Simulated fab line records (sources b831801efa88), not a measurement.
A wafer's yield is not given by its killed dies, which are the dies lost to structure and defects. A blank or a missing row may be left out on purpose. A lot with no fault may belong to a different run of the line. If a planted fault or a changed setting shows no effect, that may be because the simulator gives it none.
Chamber matching    flow sky130    cmp-01 running SKY_VIA4_CMP_21: 4 sister chambers
The step polishes, stops on SiO2, t overpolish 25 s, target thk 0 nm. 4 wafers are shown with their chamber, then 6 later ones without.

== WAFERS WITH THEIR CHAMBER ==
wafer   chamber  motorCurrentA (A)
L821.4  0        11.2
L825.2  2        10.1
L825.3  3        9.9
L825.4  1        10.9

== WAFERS WITH NO CHAMBER GIVEN ==
wafer   motorCurrentA (A)
L829.1  9.6
L829.2  10.6
L829.4  9.9
L830.2  11.0
L830.4  9.6
L830.5  11.2

== EACH ONE'S CHAMBER ==
wafer   from the rows above                in truth
L829.1  can't be placed: 3 or 2            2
L829.2  can't be placed: 1 or 2 or 0 or 3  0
L829.4  can't be placed: 3 or 2            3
L830.2  can't be placed: 1 or 0            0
L830.4  can't be placed: 3 or 2            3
L830.5  can't be placed: 0 or 1            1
Placed correctly: 0 of 6. These rows do not allow placing 6 (true chamber among the candidates in 6). Wrongly placed: 0.
How it was worked out, from the rows above alone: a wafer's distance from a chamber is the root of the sum, over the readings, of the square of ((its reading less the chamber's mean) divided by the reading's scatter). If the next closest chamber is less than 2 further off than the closest, the wafer can't be placed; otherwise it belongs to the closest. A chamber's mean is the mean of its shown wafers. The scatter: root of mean squared gap, hidden wafer to nearest shown wafer, with one shown wafer a chamber.
